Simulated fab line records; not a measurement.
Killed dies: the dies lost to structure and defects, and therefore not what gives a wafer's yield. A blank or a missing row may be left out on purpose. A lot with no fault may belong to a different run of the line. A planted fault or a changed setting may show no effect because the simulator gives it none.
Struck lot and sound lot, side by side -- flow sky130 -- 17 steps out of a route of 708
Sound: these wafers, L948.2, L948.3, L948.6. Wafers struck: L940.3, L940.4, L940.5. The cause is named last.
Per side, at each step with rows, come the tool, then ch with its chambers, and then its first start. Under that, the readings that differ: sound wafers -- struck wafers -- difference of the means -- sigmas: that difference in standard deviations of wafers without a fault.
alike: same words and numbers on both sides, and readings whose means sit less than 2 such deviations apart. not compared: any withheld reading, any reading some wafer has no value for, any bound like >300 that may hide the same value, and any number with overlapping values for which the record gives no deviation.
The two part at a step that has a row with sigmas, a row that says differs or no value, or rows on one side only. Numbers that don't overlap but have no deviation are shown without sigmas and don't part them. A reading missing from all wafers of one side parts the sides only when that side holds two or more wafers.

first, 1 step without rows for these wafers: SKY_LDD_N_IMPLANT_15.
SKY_LDD_N_STRIP_16: strips in O2/N2.
  sound on plasma asher-01 ch 0,1, day 22 12:06; struck on plasma asher-01 ch 0,1, day 20 04:20
  alike: drypump motor current A, oes product au, strip time to endpoint s
  not compared: rf hours counter h
SKY_LDD_N_TW_MEAS_17:
  struck on film metro-03, day 20 04:26; sound on film metro-01, day 22 12:13
reading,sound,struck,difference,sigmas
LDD_N_TW,2647 2643 2638,2569 2580 2567,-71,-3
then, 7 steps without rows for these wafers: SKY_LDD_P_DEHYDRATE_00 (time 60 s); SKY_LDD_P_HMDS_01 (prime time 60 s); SKY_LDD_P_COAT_02 (resist thk 1140 nm); SKY_LDD_P_SOFTBAKE_03 (time 60 s); SKY_LDD_P_EXPOSE_04 (exposes mask PSDM, target cd 380 nm); SKY_LDD_P_PEB_05; SKY_LDD_P_DEVELOP_06 (develop time 60 s).
SKY_LDD_P_CD_MEAS_07: target cd 380 nm.
  struck on cd sem-02, day 21 11:48; sound on cd sem-02, day 23 18:04
  alike: cd nm
SKY_LDD_P_OVL_MEAS_08:
  struck on overlay-01, day 21 11:53; sound on overlay-01, day 23 18:10
reading,sound,struck,difference,sigmas
LDD_P_OVL (nm),-0.5 -0.6 -0.8,1.5 1.7 3.0,+2.7,+2
SKY_LDD_P_IMPLANT_09:
  sound on implanter-04 ch 0, day 23 18:14; struck on implanter-02 ch 0, day 21 11:58
reading,sound,struck,difference,sigmas
beam energy keV,24.997 25.005 24.998,20.521 20.532 20.514,-4.478,-99 or more
model.implant.rp nm (nm),21.09 21.09 21.09,17.32 17.32 17.32,-3.77,
model.implant.drp nm (nm),11.41 11.41 11.41,9.929 9.929 9.929,-1.481,
SKY_LDD_P_STRIP_10: strips in O2/N2.
  sound on plasma asher-03 ch 0,1, day 23 18:21; struck on plasma asher-01 ch 0,1, day 21 12:06
  alike: drypump motor current A, oes product au, strip time to endpoint s
  not compared: rf hours counter h
SKY_LDD_P_TW_MEAS_11:
  struck on film metro-03, day 21 12:11; sound on film metro-03, day 23 18:28
reading,sound,struck,difference,sigmas
LDD_P_TW,632 636 639,607 603 605,-31,-5
then, 1 step without rows for these wafers: SKY_LDD_HVN_DEHYDRATE_00 (time 60 s).
-- here the record skips 26 days between the struck wafers' starts before and after, leaving off in module LDD_HVN and picking up in module PAD_OPEN (first step shown: number 708 of the route) --
SKY_PAD_OPEN_PROBE_99:
  struck on prober-02, day 47 07:14; sound on prober-02, day 48 16:46
reading,sound,struck,difference,sigmas
model.etest.tip p.rs ohm sq,6740 6721 6750,6875 6921 6857,+147,
  alike: killed_at_M0_to_M3, killed_at_M4_up, killed at contacts, killed at front end, killed at other, killed dies, killed open, killed short

## WHERE THEY PART
Last at SKY_LDD_P_TW_MEAS_11 as far as this record goes, first at SKY_LDD_N_TW_MEAS_17. Later steps at which nothing parts them and some readings are alike: SKY_PAD_OPEN_PROBE_99.

WHY: the cause the simulator had injected
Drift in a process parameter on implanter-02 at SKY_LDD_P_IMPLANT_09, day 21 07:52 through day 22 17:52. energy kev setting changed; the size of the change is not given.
